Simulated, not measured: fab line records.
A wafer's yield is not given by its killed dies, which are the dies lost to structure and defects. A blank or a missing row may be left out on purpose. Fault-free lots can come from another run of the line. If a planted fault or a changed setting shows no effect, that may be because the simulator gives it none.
Which of the tools did it? :: flow gf180mcu :: Sampling: 14 lots, 42 wafers, 2 of 602 route steps

WHAT EACH GAUGE READ, for each wafer
GF_V2_THK_MEAS_25: measures by xrf.
lot: L412
measured: day 20 01:27
on: film-metro-04
V2_W_THK (nm): 345 347 354

lot: L414
measured: day 21 00:36
on: film-metro-03
V2_W_THK (nm): 348 353 357

lot: L416
measured: day 21 12:20
on: film-metro-02
V2_W_THK (nm): 359 350 350

lot: L417
measured: day 22 08:32
on: film-metro-02
V2_W_THK (nm): 352 352 348

lot: L418
measured: day 22 11:04
on: film-metro-04
V2_W_THK (nm): 343 347 349

lot: L419
measured: day 22 20:13
on: film-metro-02
V2_W_THK (nm): 356 354 351

lot: L420
measured: day 23 06:47
on: film-metro-03
V2_W_THK (nm): 353 354 352

lot: L421
measured: day 23 16:28
on: film-metro-03
V2_W_THK (nm): 352 354 351

lot: L423
measured: day 24 11:07
on: film-metro-04
V2_W_THK (nm): 352 351 351

lot: L424
measured: day 24 14:38
on: film-metro-04
V2_W_THK (nm): 349 354 350

lot: L425
measured: day 25 07:21
on: film-metro-02
V2_W_THK (nm): 361 357 363

lot: L426
measured: day 25 14:45
on: film-metro-04
V2_W_THK (nm): 346 356 353

lot: L427
measured: day 25 20:25
on: film-metro-04
V2_W_THK (nm): 348 351 350

lot: L428
measured: day 26 01:49
on: film-metro-02
V2_W_THK (nm): 356 356 353

EACH LOT AND THE TOOL THAT RAN IT (in order: tool; ch and the chambers of the sampled wafers; start)
lot: L412
GF_V2_CVD_23: cvd-w-01 ch 0,1, day 20 01:13

lot: L414
GF_V2_CVD_23: cvd-w-01 ch 0,1, day 21 00:22

lot: L416
GF_V2_CVD_23: cvd-w-01 ch 0,1, day 21 12:06

lot: L417
GF_V2_CVD_23: cvd-w-01 ch 0, day 22 08:11

lot: L418
GF_V2_CVD_23: cvd-w-02 ch 0,1, day 22 10:50

lot: L419
GF_V2_CVD_23: cvd-w-01 ch 0,1, day 22 19:59

lot: L420
GF_V2_CVD_23: cvd-w-02 ch 0,1, day 23 06:32

lot: L421
GF_V2_CVD_23: cvd-w-01 ch 0,1, day 23 16:14

lot: L423
GF_V2_CVD_23: cvd-w-01 ch 0,1, day 24 10:53

lot: L424
GF_V2_CVD_23: cvd-w-01 ch 0,1, day 24 14:25

lot: L425
GF_V2_CVD_23: cvd-w-01 ch 0,1, day 25 07:07

lot: L426
GF_V2_CVD_23: cvd-w-02 ch 0,1, day 25 14:31

lot: L427
GF_V2_CVD_23: cvd-w-02 ch 0,1, day 25 20:10

lot: L428
GF_V2_CVD_23: cvd-w-01 ch 0,1, day 26 01:34
- GF_V2_CVD_23: deposits W, target thk 350 nm, time 104.94 s.

WHAT THE TOOLS THEMSELVES READ (means of the sampled wafers that have a number; where no wafer has one, the mark that the record gives instead)
GF_V2_CVD_23.
lot: L412
tool: cvd-w-01
heater-power-outer-w (W): 485
heater-power-w (W): 779

lot: L414
tool: cvd-w-01
heater-power-outer-w (W): 477
heater-power-w (W): 778

lot: L416
tool: cvd-w-01
heater-power-outer-w (W): 497
heater-power-w (W): 780

lot: L417
tool: cvd-w-01
heater-power-outer-w (W): 544
heater-power-w (W): 888

lot: L418
tool: cvd-w-02
heater-power-outer-w (W): 601
heater-power-w (W): 922

lot: L419
tool: cvd-w-01
heater-power-outer-w (W): 495
heater-power-w (W): 785

lot: L420
tool: cvd-w-02
heater-power-outer-w (W): 601
heater-power-w (W): 939

lot: L421
tool: cvd-w-01
heater-power-outer-w (W): 497
heater-power-w (W): 778

lot: L423
tool: cvd-w-01
heater-power-outer-w (W): 496
heater-power-w (W): 776

lot: L424
tool: cvd-w-01
heater-power-outer-w (W): 523
heater-power-w (W): 834

lot: L425
tool: cvd-w-01
heater-power-outer-w (W): 489
heater-power-w (W): 787

lot: L426
tool: cvd-w-02
heater-power-outer-w (W): 559
heater-power-w (W): 902

lot: L427
tool: cvd-w-02
heater-power-outer-w (W): 607
heater-power-w (W): 929

lot: L428
tool: cvd-w-01
heater-power-outer-w (W): 525
heater-power-w (W): 837

THE ANSWER, worked out from the rows above alone
Rule: the usual values come from the lots themselves. Put in order of their means at a reading, lots are off if they are a third of the lots or fewer, leave a main group of 4 or more, and stand apart from it by a gap of 3 or more times the standard deviation of the main group's means; of several such gaps the widest counts. A main group whose means are all the same, to the digits that the tables above print for the reading, isn't used. Also off: a lot with no number at a reading for which 4 or more lots have one. Where the step has rows for the other lots, those lots are counted as sound. First the gauges in route order, then the tools' own readings, where a lot's mean is used as printed above. At the first step where some lot is off, the reading lying furthest off is the one used; lots without a number count as furthest.
None of the lots is off at any reading shown; this tells nothing.

WHAT HAD BEEN PUT IN BY THE SIMULATOR
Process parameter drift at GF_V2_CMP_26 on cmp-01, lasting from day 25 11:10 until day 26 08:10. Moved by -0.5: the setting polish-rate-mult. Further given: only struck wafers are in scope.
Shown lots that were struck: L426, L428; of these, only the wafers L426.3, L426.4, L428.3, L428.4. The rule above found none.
